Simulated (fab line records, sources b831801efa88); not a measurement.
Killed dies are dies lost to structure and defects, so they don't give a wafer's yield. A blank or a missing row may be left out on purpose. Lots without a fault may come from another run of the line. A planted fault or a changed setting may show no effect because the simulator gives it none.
Which tool did it? | flow sfq_line | 13 lots, 39 wafers sampled, at 3 steps of a route of 325

WHAT THE GAUGES READ, wafer by wafer
SFQ_C5_OVL_MEAS_937.
lot  | measured     | on         | C5_OVL (nm)
L236 | day 76 22:38 | overlay-02 | 17 10 13
L237 | day 76 23:50 | overlay-02 | 3 5 5
L238 | day 77 07:34 | overlay-01 | 4 5 0
L239 | day 77 08:46 | overlay-01 | -4 1 0
L240 | day 77 12:22 | overlay-01 | 6 4 2
L242 | day 78 00:22 | overlay-02 | -3 1 -2
L248 | day 80 02:22 | overlay-02 | 2 -1 -6
L250 | day 81 07:31 | overlay-01 | 1 3 -5
L254 | day 82 01:31 | overlay-01 | 0 -6 -8
L256 | day 84 16:48 | overlay-01 | -6 -6 -8
L257 | day 86 01:11 | overlay-01 | 5 1 4
L258 | day 86 02:38 | overlay-02 | -7 -1 -6
L259 | day 86 03:50 | overlay-02 | -4 1 3

SFQ_M7_OVL_MEAS_945.
lot  | measured     | on         | M7_OVL (nm)
L236 | day 82 09:55 | overlay-02 | 7 3 5
L237 | day 82 13:31 | overlay-01 | -12 -10 -6
L238 | day 82 14:43 | overlay-02 | -3 -5 -6
L239 | day 82 19:04 | overlay-02 | 4 5 1
L240 | day 83 01:05 | overlay-02 | -1 -4 -6
L242 | day 83 15:28 | overlay-02 | -4 -4 -6
L248 | day 85 02:23 | overlay-02 | -4 -9 -9
L250 | day 86 16:47 | overlay-01 | -5 -3 -2
L254 | day 87 11:32 | overlay-02 | -3 -4 0
L256 | day 89 08:11 | overlay-01 | -8 3 -4
L257 | day 90 10:38 | overlay-01 | -11 -10 -5
L258 | day 90 11:49 | overlay-01 | -3 -9 -6
L259 | day 90 14:20 | overlay-02 | -4 -9 -3

WHICH TOOL RAN EACH LOT (tool, then ch and the chambers of the sampled wafers, then the start)
lot  | SFQ_TRILAYER_M5_ETCH_METAL_ETCH_126
L236 | rie_metal-01 ch 0,1, day 70 06:05
L237 | rie_metal-01 ch 0,1, day 70 17:01
L238 | rie_metal-02 ch 0,1, day 70 19:26
L239 | rie_metal-03 ch 1, day 70 23:01
L240 | rie_metal-01 ch 0,1, day 71 05:05
L242 | rie_metal-03 ch 1, day 71 14:37
L248 | rie_metal-02 ch 0,1, day 74 14:44
L250 | rie_metal-02 ch 0,1, day 76 14:28
L254 | rie_metal-01 ch 0,1, day 77 01:16
L256 | rie_metal-01 ch 0,1, day 77 04:56
L257 | rie_metal-02 ch 0,1, day 77 08:28
L258 | rie_metal-03 ch 0,1, day 77 09:40
L259 | rie_metal-02 ch 1, day 77 10:52
- SFQ_TRILAYER_M5_ETCH_METAL_ETCH_126: etches Nb in Cl2/BCl3, stops on SiO2, time 203.2 s, target depth 265 nm.

WHAT THE TOOLS THEMSELVES READ (means of the sampled wafers that have a number; where no wafer has one, the mark that the record gives instead)
SFQ_TRILAYER_M5_ETCH_METAL_ETCH_126.
lot  | tool         | bias_w (W) | drypump_motor_current_A (A) | oes_product_au (a.u.)
L236 | rie_metal-01 | 79.90      | 5.6                         | 0.730
L237 | rie_metal-01 | 80.04      | 5.7                         | 0.731
L238 | rie_metal-02 | 79.73      | 6.2                         | 0.724
L239 | rie_metal-03 | 79.78      | 4.8                         | 0.731
L240 | rie_metal-01 | 80.08      | 5.7                         | 0.732
L242 | rie_metal-03 | 80.04      | 4.8                         | 0.727
L248 | rie_metal-02 | 79.81      | 6.1                         | 0.725
L250 | rie_metal-02 | 79.95      | 6.2                         | 0.727
L254 | rie_metal-01 | 79.81      | 5.7                         | 0.731
L256 | rie_metal-01 | 80.00      | 5.6                         | 0.728
L257 | rie_metal-02 | 80.01      | 6.1                         | 0.725
L258 | rie_metal-03 | 79.81      | 5.3                         | 0.729
L259 | rie_metal-02 | 79.86      | 6.3                         | 0.724

THE ANSWER, worked out from the rows above alone
Rule: what is usual is taken from the lots themselves. Put in order of their means at a reading, lots are off if they are a third of the lots or fewer, leave a main group of 4 or more, and stand apart from it by a gap of 3 or more times the standard deviation of the main group's means; of several such gaps the widest counts. A main group whose means are all the same, to the digits that the tables above print for the reading, isn't used. A lot without any number at a reading at which 4 lots or more have one is off too. The other lots that the step has rows for count as sound. The gauges are gone through in route order, then the tools' own readings, and for those a lot's mean is taken as printed above. The first step at which some lot is off is used, and at that step the reading that is off furthest; a lot without a number counts as furthest.
No lot is off at any reading shown: from this, nothing can be told.

WHAT THE SIMULATOR HAD PUT IN
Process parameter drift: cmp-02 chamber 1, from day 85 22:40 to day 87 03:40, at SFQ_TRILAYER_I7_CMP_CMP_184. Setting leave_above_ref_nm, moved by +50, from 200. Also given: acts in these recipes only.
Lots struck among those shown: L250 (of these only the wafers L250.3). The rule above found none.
